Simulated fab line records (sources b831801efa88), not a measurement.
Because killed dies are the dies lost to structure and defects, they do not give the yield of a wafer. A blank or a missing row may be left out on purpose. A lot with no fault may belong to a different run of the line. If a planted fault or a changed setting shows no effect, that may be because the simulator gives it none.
A lot that was struck, set against a sound lot | flow gf180mcu | 14 out of 602 route steps
Sound: wafers L828.1, L828.4, L828.6. The struck wafers were L841.1, L841.2, L841.6. The cause is named last.
Per side, at each step with rows, come the tool, then ch with its chambers, and then its first start. Under that, the readings that differ: sound wafers | struck wafers | difference of the means | sigmas: that difference in standard deviations of wafers without a fault.
alike: readings with means less than 2 such deviations apart, plus words and numbers identical on both sides. not compared: withheld readings, readings lacking a value on some wafer, bounds such as >300 that could conceal the same value, and numbers that have no deviation in the record and whose values overlap.
Wherever a step has rows on one side only, a row that says differs or no value, or a row with sigmas, the two part there. When numbers do not overlap yet have no deviation, they are printed without sigmas and do not part them. A reading that every wafer of one side lacks parts them only if that side has two wafers or more.

GF_V5_THK_MEAS_01:
  sound: filmMetro-02 at day 27 07:47; struck: filmMetro-03 at day 31 14:41
  alike: V5_CVD_00_THK
GF_V5_CVD_02: deposits SiO2 from TEOS, target thk 1450 nm, time 163.28 s.
  sound on pecvd-03 ch 0,1,2, day 27 07:51; struck on pecvd-03 ch 0,1,2, day 31 14:44
  alike: heaterPowerW
  not compared: sinceWetCleanH
GF_V5_THK_MEAS_03:
  sound: filmMetro-03 at day 27 07:58; struck: filmMetro-01 at day 31 14:51
  alike: V5_CVD_02_THK
GF_V5_CMP_04: polishes SiO2.
  sound on cmp-02 ch 1,3, day 27 08:04; struck on cmp-01 ch 1,2,3, day 31 14:55
  alike: motorCurrentA
GF_V5_BOW_MEAS_05:
  sound: filmMetro-02 at day 27 08:19; struck: filmMetro-03 at day 31 15:13
  alike: V5_BOW
then, 7 steps without rows for these wafers: GF_V5_DEHYDRATE_06 (time 60 s); GF_V5_HMDS_07 (prime time 60 s); GF_V5_COAT_08; GF_V5_COAT_09 (resist thk 1000 nm); GF_V5_SOFTBAKE_10 (time 60 s); GF_V5_EXPOSE_11 (exposes mask Via5, target cd 260 nm); GF_V5_PEB_12 (peb time 87.6 s).
GF_V5_DEVELOP_13: develop time 60 s.
  struck on lithoTrack-01, day 32 07:53; sound on lithoTrack-03 ch 0, day 28 03:28
  no value came back on the struck wafers for chillPlateTempC (C), developTimeS (s); on the sound wafers chillPlateTempC (C) reads 22.87 22.90 22.81
reading                            | sound             | struck            | difference | sigmas
model.KrF_of_V5_COAT_09.thkNm (nm) | 984.9 984.9 986.6 | 998.8 998.6 997.6 | +12.9      | 
GF_V5_CD_MEAS_14: target cd 260 nm.
  sound: cdSem-02 at day 28 03:37; struck: cdSem-02 at day 32 08:02
reading   | sound             | struck | difference                    | sigmas
cdNm (nm) | 259.9 260.7 260.9 | - - -  | no value on the struck wafers | 

## WHERE THEY PART
First at GF_V5_DEVELOP_13; last, within this record, at GF_V5_CD_MEAS_14.

WHY: whatever the simulator had introduced
Whole step skipped at GF_V5_DEVELOP_13 on lithoTrack-01, starting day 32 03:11. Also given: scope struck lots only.
